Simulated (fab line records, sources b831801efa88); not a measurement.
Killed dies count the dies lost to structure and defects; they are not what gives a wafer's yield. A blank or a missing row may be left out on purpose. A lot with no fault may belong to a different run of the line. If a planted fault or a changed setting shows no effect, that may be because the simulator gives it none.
fab line records    flow gf180mcu
record: lots: 6  wafers: 18  last-day: 34
route steps=602 shown V4@491 MIM@503
lots that met no fault: taken from a fault-free run of the same line
start-h: start of the lot's first displayed wafer, in hours after the record's first day    wait-h: hours from the lot's prior step to this one    " identical to the entry in the row above    L1.1+2: a row that stands for several wafers    - no value, or no start given    * or withheld: withheld    < > ~ a bound
route shown NAME@n: a module of which the file shows steps, and the number in the route of the first    usual: mean and standard deviation over wafers with no fault    same: alike in all rows    chamber/n: place in a boat    sites: each site's reading    _std_site: the standard deviation of these    _edge_site: outer sites' mean less inner sites'    radius-mm: how far each site lies from the wafer's centre    mask NAME#n: copy n    behind: the last tool/chamber to shape the wafer    hold: the reason the lot was held/the length of the hold in hours/how it ended    device: names the non-switching transistor (n, p or np)    end of line: tests run on the same wafers once the route is complete    a step given without rows: its recipe and nothing more    killed: the dies lost at the first sort to structure and to defects; this is not the yield of the wafer    map: shows each die of a wafer: x if killed, . if not, _ if none is there
set.NAME: the setting as run; set.NAME@STEP: as run at that earlier step    model.NAME: the simulator's own value behind a step, which no gauge read
lots seen at some steps along the route; tables by step, rows by wafer
services: from which hour (start-h, from the record's first day; less than 0 if before it) a tool's chamber was out of use, for how many hours, and why
== steps ==
step: GF_V4_OVL_MEAS_15
usual: V4_OVL: 2/5.2
lot.wafer  tool        chamber  start-h  wait-h  V4_OVL[nm]
L570.1     overlay-01  -        578.25   0.1     -8
L570.4     "           -        "        "       1
L570.6     "           -        "        "       -2
L577.2     overlay-01  -        620.16   0.1     4
L577.4     "           -        "        "       3
L577.5     "           -        "        "       -1
L579.2     overlay-02  -        630.76   0.1     8
L579.3     "           -        "        "       4
L579.5     "           -        "        "       7
L580.1     overlay-02  -        637.90   0.1     -2
L580.2     "           -        "        "       2
L580.3     "           -        "        "       1
L583.1     overlay-01  -        672.75   0.1     7
L583.5     "           -        "        "       9
L583.6     "           -        "        "       13
L590.1     overlay-02  -        719.63   0.1     0
L590.2     "           -        "        "       -7
L590.6     "           -        "        "       -7
step: GF_V4_ETCH_16
recipe: chemistry: N2/H2  target-depth-a: withheld  overetch-a: withheld  time-s: withheld  target: BARC  ion-energy-ev: 200  source-w: 500  bias-w: 100  pressure-mtorr: 30  n2-flow-sccm: 100  h2-flow-sccm: 200
step: GF_V4_ETCH_17
recipe: chemistry: C4F8/O2/Ar  mask-material: KrF  target: SiO2  stop-on: TiN  source-w: 1500  bias-w: 1200  pressure-mtorr: 40  c4f8-flow-sccm: withheld  O2_flow_sccm: 6  Ar_flow_sccm: 300  time-s: withheld  target-depth-a: 6300
usual: oes-product-au: 0.855/0.0044
lot.wafer  tool         chamber  start-h  wait-h  oes-product-au
L570.1     rie-diel-03  0        -        -       0.858
L570.4     "            2        "        "       0.862
L570.6     "            0        "        "       0.859
L577.2     rie-diel-04  0        -        -       0.851
L577.4     "            1        "        "       0.858
L577.5     "            2        "        "       0.858
L579.2     rie-diel-04  3        -        -       0.855
L579.3     "            1        "        "       0.851
L579.5     "            3        "        "       0.853
L580.1     rie-diel-03  1        -        -       0.855
L580.2     "            2        "        "       0.849
L580.3     "            3        "        "       0.854
L583.1     rie-diel-01  3        -        -       0.859
L583.5     "            2        "        "       0.864
L583.6     "            1        "        "       0.859
L590.1     rie-diel-03  0        -        -       0.855
L590.2     "            3        "        "       0.853
L590.6     "            2        "        "       0.855
step: GF_V4_STRIP_18
recipe: chemistry: O2/N2  power-w: 1400  pressure-mtorr: 1500  platen-temp-c: 250  o2-flow-sccm: 3000  n2-flow-sccm: 300  overash-fraction: 0.5
usual: drypump-motor-current-A: 5.7/0.47  heater-power-w: 332/41  oes-product-au: 0.593/0.0048
lot.wafer  tool             chamber  start-h  wait-h  drypump-motor-current-A  heater-power-w  oes-product-au  rf-hours-counter-h
L570.1     plasma-asher-01  1        578.42   -       5.0                      286             0.597           82
L570.4     "                0        "        "       5.2                      317             0.592           -
L570.6     "                1        "        "       5.0                      296             0.590           -
L577.2     plasma-asher-01  1        620.32   -       5.0                      290             0.590           86
L577.4     "                0        "        "       5.2                      310             0.592           -
L577.5     "                0        "        "       5.2                      312             0.594           -
L579.2     plasma-asher-01  0        630.91   -       5.2                      322             0.591           87
L579.3     "                1        "        "       5.0                      286             0.594           -
L579.5     "                1        "        "       5.0                      292             0.591           -
L580.1     plasma-asher-02  1        638.07   -       6.0                      325             0.592           49
L580.2     "                0        "        "       6.2                      417             0.594           49
L580.3     "                0        "        "       6.2                      421             0.590           -
L583.1     plasma-asher-02  1        672.92   -       6.0                      326             0.602           53
L583.5     "                0        "        "       6.2                      427             0.596           -
L583.6     "                1        "        "       6.0                      327             0.591           -
L590.1     plasma-asher-02  1        719.80   -       6.0                      320             0.585           58
L590.2     "                0        "        "       6.2                      424             0.594           58
L590.6     "                0        "        "       6.2                      415             0.592           -
step: GF_V4_STRIP_19
recipe: chemistry: post-etch-residue-remover  time-s: 1200  temp-c: 72.5
step: GF_V4_CLEAN_20
recipe: chemistry: DIW  dry: n2-spin
step: GF_V4_SPUTTER_21
recipe: material: Ti  target-thk-nm: 15  chamber-pressure-pa: 5  power-w: 2500  substrate-temp-c: 200  time-s: 80.02
usual: throttle-valve-pct: 30.7/1.1
lot.wafer  tool            chamber  start-h  wait-h  throttle-valve-pct
L570.1     pvd-sputter-01  -        578.95   0.0     30.4
L570.4     "               -        "        "       31.1
L570.6     "               -        "        "       30.8
L577.2     pvd-sputter-03  -        620.86   0.0     31.5
L577.4     "               -        "        "       31.0
L577.5     "               -        "        "       30.9
L579.2     pvd-sputter-03  -        631.46   0.0     30.7
L579.3     "               -        "        "       31.2
L579.5     "               -        "        "       30.6
L580.1     pvd-sputter-03  -        638.60   0.0     31.1
L580.2     "               -        "        "       31.3
L580.3     "               -        "        "       28.7
L583.1     pvd-sputter-01  -        673.45   0.0     30.6
L583.5     "               -        "        "       31.2
L583.6     "               -        "        "       31.7
L590.1     pvd-sputter-01  -        720.36   0.0     31.3
L590.2     "               -        "        "       30.8
L590.6     "               -        "        "       31.6
step: GF_V4_SPUTTER_22
recipe: material: TiN  target-thk-nm: 10  chamber-pressure-pa: 5  power-w: 4000  time-s: 40
step: GF_V4_CVD_23
recipe: material: W  target-thk-nm: 350  time-s: 104.9  temp-c: 400  pressure-torr: 40
usual: heater-power-w: 887/89
lot.wafer  tool      chamber  start-h  wait-h  heater-power-w
L570.1     cvd-w-02  0        579.05   0.0     928
L570.4     "         0        "        "       902
L570.6     "         1        "        "       810
L577.2     cvd-w-01  0        620.96   0.0     1033
L577.4     "         1        "        "       808
L577.5     "         1        "        "       812
L579.2     cvd-w-02  0        631.56   0.0     917
L579.3     "         0        "        "       889
L579.5     "         1        "        "       790
L580.1     cvd-w-02  0        638.70   0.0     932
L580.2     "         1        "        "       807
L580.3     "         0        "        "       910
L583.1     cvd-w-02  0        673.55   0.0     924
L583.5     "         1        "        "       804
L583.6     "         0        "        "       910
L590.1     cvd-w-01  1        720.46   0.0     841
L590.2     "         0        "        "       1042
L590.6     "         1        "        "       805
step: GF_V4_RS_MEAS_24
recipe: thk-meas-gauge: four-point-probe  reads: W_of_V4_CVD_23+TiN_of_V4_SPUTTER_22+Ti_of_V4_SPUTTER_21
usual: V4_W_RS: 0.324/0.0052
lot.wafer  tool           chamber  start-h  wait-h  V4_W_RS[ohm/sq]
L570.1     film-metro-01  -        579.16   0.1     0.314
L570.4     "              -        "        "       0.317
L570.6     "              -        "        "       0.322
L577.2     film-metro-03  -        621.09   0.1     0.323
L577.4     "              -        "        "       0.324
L577.5     "              -        "        "       0.322
L579.2     film-metro-01  -        631.69   0.1     0.317
L579.3     "              -        "        "       0.316
L579.5     "              -        "        "       0.328
L580.1     film-metro-01  -        638.81   0.1     0.315
L580.2     "              -        "        "       0.324
L580.3     "              -        "        "       0.317
L583.1     film-metro-01  -        673.66   0.1     0.317
L583.5     "              -        "        "       0.329
L583.6     "              -        "        "       0.323
L590.1     film-metro-03  -        720.57   0.1     0.328
L590.2     "              -        "        "       0.331
L590.6     "              -        "        "       0.326
step: GF_V4_THK_MEAS_25
recipe: thk-meas-gauge: xrf  reads: W_of_V4_CVD_23
usual: V4_W_THK: 349/8.2
lot.wafer  tool           chamber  start-h  wait-h  V4_W_THK[nm]
L570.1     film-metro-01  -        579.28   0.1     359
L570.4     "              -        "        "       355
L570.6     "              -        "        "       349
L577.2     film-metro-03  -        621.20   0.1     350
L577.4     "              -        "        "       348
L577.5     "              -        "        "       352
L579.2     film-metro-01  -        631.80   0.1     354
L579.3     "              -        "        "       356
L579.5     "              -        "        "       343
L580.1     film-metro-01  -        638.93   0.1     355
L580.2     "              -        "        "       345
L580.3     "              -        "        "       353
L583.1     film-metro-01  -        673.78   0.1     357
L583.5     "              -        "        "       346
L583.6     "              -        "        "       352
L590.1     film-metro-03  -        720.69   0.1     338
L590.2     "              -        "        "       334
L590.6     "              -        "        "       336
step: GF_V4_CMP_26
recipe: stop-on: SiO2  down-force-psi: 3.5  platen-rpm: 60  t-overpolish-s: 15  target-thk-nm: 0  pad-velocity-m-s: 0.94248
usual: motor-current-A: 11.4/1.1  overpolish-run-s: 15.001/0.009  time-to-endpoint-s: 84/4
lot.wafer  tool    chamber  start-h  wait-h  motor-current-A  overpolish-run-s  time-to-endpoint-s
L570.4     cmp-02  3        579.94   0.6     13.6             15.002            82
L570.1     "       0        "        "       11.1             15.003            88
L570.6     "       1        "        "       11.9             15.010            81
L577.2     cmp-02  0        621.30   0.1     10.8             14.995            87
L577.4     "       2        "        "       10.4             15.004            81
L577.5     "       0        "        "       10.7             15.004            86
L579.2     cmp-02  0        631.90   0.1     10.3             14.997            89
L579.3     "       1        "        "       13.1             14.989            81
L579.5     "       0        "        "       10.3             15.006            88
L580.3     cmp-01  0        638.99   0.0     11.1             14.979            82
L580.2     "       2        "        "       10.1             15.007            84
L580.1     "       3        "        "       10.0             15.004            93
L583.1     cmp-01  2        673.89   0.1     11.0             15.003            84
L583.6     "       1        "        "       12.0             15.003            79
L583.5     "       2        "        "       10.4             14.995            79
L590.1     cmp-02  2        720.75   0.1     10.5             14.995            84
L590.2     "       1        "        "       11.7             14.997            78
L590.6     "       2        "        "       10.5             14.996            85
step: GF_MIM_SPUTTER_00
recipe: material: Ti  target-thk-nm: 37.5  arriving-ion-energy-ev: 80  substrate-temp-c: 200  chamber-pressure-pa: 2  power-w: 4000  time-s: 150
usual: throttle-valve-pct: 30.9/1.1
lot.wafer  tool            chamber  start-h  wait-h  throttle-valve-pct  model.Ti_of_MIM_SPUTTER_00.thk-nm
L570.1     pvd-sputter-03  -        580.14   0.1     28.5                38.23
L570.4     "               -        "        "       30.9                38.51
L570.6     "               -        "        "       30.8                37.98
L577.2     pvd-sputter-01  -        621.55   0.2     30.6                37.19
L577.4     "               -        "        "       31.6                37.34
L577.5     "               -        "        "       30.5                37.53
L579.2     pvd-sputter-01  -        632.15   0.2     31.6                37.51
L579.3     "               -        "        "       31.3                53.9
L579.5     "               -        "        "       30.6                53.96
L580.1     pvd-sputter-01  -        639.29   0.1     31.7                37.9
L580.2     "               -        "        "       31.9                38.26
L580.3     "               -        "        "       30.6                54.5
L583.1     pvd-sputter-04  -        674.14   0.2     31.0                37.66
L583.5     "               -        "        "       32.2                37.2
L583.6     "               -        "        "       30.2                37.59
L590.1     pvd-sputter-03  -        721.05   0.2     30.5                37.52
L590.2     "               -        "        "       28.8                37.52
L590.6     "               -        "        "       28.6                37.64
step: GF_MIM_SPUTTER_01
recipe: material: TiN  target-thk-nm: 30  power-w: 6500  time-s: 25  chamber-pressure-pa: 0.4
== services ==
tool             chamber  start-h  hours  kind
cmp-02           -        558.71   1.0    repair
pvd-sputter-04   -        562.26   9.9    repair
cmp-01           -        569.02   8.9    repair
cmp-01           -        577.90   4.0    pm
rie-diel-03      -        587.30   1.1    repair
plasma-asher-02  -        605.57   2.5    repair
plasma-asher-01  -        609.81   0.4    repair
cvd-w-01         -        630.45   28.1   pm
cmp-02           -        640.18   41.1   repair
cmp-02           -        649.37   23.9   repair
rie-diel-03      -        651.52   2.8    pm
cmp-02           -        659.63   2.8    repair
rie-diel-03      1        665.86   4.1    repair
cvd-w-01         1        674.56   2.1    repair
cmp-02           -        681.24   5.6    pm
cmp-01           -        686.87   4.7    pm
rie-diel-04      0        688.63   3.7    repair
rie-diel-03      3        691.79   5.9    repair
rie-diel-03      1        694.66   11.6   repair
cmp-01           -        696.12   1.6    repair
rie-diel-04      2        697.97   2.3    repair
rie-diel-03      3        698.51   1.5    repair
rie-diel-03      3        704.15   8.3    repair
plasma-asher-01  -        710.91   4.3    pm
== key ==
first-sign none at tools or gauges
model-effect: step: GF_MIM_SPUTTER_00  value: Ti_of_MIM_SPUTTER_00.thk-nm  without: 37.44  struck: 54.12
met-at GF_MIM_SPUTTER_00
struck-wafers L579.3,L579.5,L580.3
onset-between 621.55 632.15
fault: kind: process-parameter-drift  tool: pvd-sputter-01  chamber: -  onset-h: 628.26  steps: GF_MIM_SPUTTER_00  channel: target-thk-nm  offset: 16.681  shape: step  end-h: 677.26  scope: struck-wafers-only  acts-in: these-recipes-only  stated: 37.5
